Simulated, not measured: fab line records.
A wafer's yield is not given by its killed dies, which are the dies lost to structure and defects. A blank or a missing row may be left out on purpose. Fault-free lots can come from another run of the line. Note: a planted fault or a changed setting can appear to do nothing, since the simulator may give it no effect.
The tool behind it: which one?	flow gf180mcu	14 lots, 42 wafers sampled, at 2 steps of a route of 602

== WHAT EACH GAUGE READ, for each wafer ==
GF_LVPWELL_OVL_MEAS_07.
lot	measured	on	LVPWELL_OVL (nm)
L601	day 3 21:22	overlay-02	-2.6 -0.4 -0.6
L603	day 4 07:52	overlay-01	0.5 0.4 -0.7
L606	day 5 00:14	overlay-01	-1.2 -0.4 -0.6
L607	day 5 04:10	overlay-02	-1.9 -1.8 -1.5
L608	day 5 13:01	overlay-01	-0.9 0.5 1.0
L609	day 5 16:11	overlay-01	-1.3 -0.9 -0.3
L610	day 5 22:47	overlay-01	-0.9 0.1 1.8
L613	day 6 19:13	overlay-01	3.0 2.4 -0.4
L616	day 7 11:16	overlay-01	2.5 1.6 -0.1
L619	day 8 02:35	overlay-01	1.2 -0.2 0.8
L620	day 8 08:04	overlay-01	0.3 0.6 0.4
L622	day 8 19:04	overlay-01	-1.6 -1.3 -0.1
L623	day 8 23:34	overlay-02	-1.7 -1.2 -2.5
L624	day 9 07:35	overlay-02	-2.6 -1.3 -1.6

GF_MVPSD_TW_MEAS_11.
lot	measured	on	MVPSD_TW
L601	day 5 00:56	film metro-01	557 554 557
L603	day 5 11:59	film metro-01	557 555 558
L606	day 6 05:43	film metro-03	552 552 549
L607	day 6 10:09	film metro-04	538 542 544
L608	day 6 19:47	film metro-04	543 543 542
L609	day 6 23:28	film metro-04	543 546 541
L610	day 7 06:26	film metro-03	544 551 548
L613	day 8 03:59	film metro-04	544 542 542
L616	day 8 21:16	film metro-01	558 551 555
L619	day 9 14:05	film metro-03	549 545 545
L620	day 9 19:20	film metro-03	549 552 544
L622	day 10 07:34	film metro-01	554 558 556
L623	day 10 11:51	film metro-03	547 549 549
L624	day 10 20:28	film metro-01	558 557 558

== EACH LOT AND THE TOOL THAT RAN IT (in order: tool; ch and the chambers of the sampled wafers; start) ==
There is no process step in the record ahead of these readings.

== AS READ BY THE TOOLS THEMSELVES (means over the sampled wafers that have a number; for cases with no such wafer, the mark the record gives instead) ==
The record holds no such reading with a usual standard deviation.

== THE ANSWER, worked out from the rows above alone ==
Rule: the usual values come from the lots themselves. Put in order of their means at a reading, lots are off if they are a third of the lots or fewer, leave a main group of 4 or more, and stand apart from it by a gap of 3 or more times the standard deviation of the main group's means; of several such gaps the widest counts. Not used: any main group whose means are identical at the precision the tables above print for the reading. A lot without any number at a reading at which 4 lots or more have one is off too. Where the step has rows for the other lots, those lots are counted as sound. First the gauges in route order, then the tools' own readings, where a lot's mean is used as printed above. At the first step where some lot is off, the reading lying furthest off is the one used; lots without a number count as furthest.
None of the lots is off at any reading shown; this tells nothing.

== WHAT THE SIMULATOR HAD PUT IN ==
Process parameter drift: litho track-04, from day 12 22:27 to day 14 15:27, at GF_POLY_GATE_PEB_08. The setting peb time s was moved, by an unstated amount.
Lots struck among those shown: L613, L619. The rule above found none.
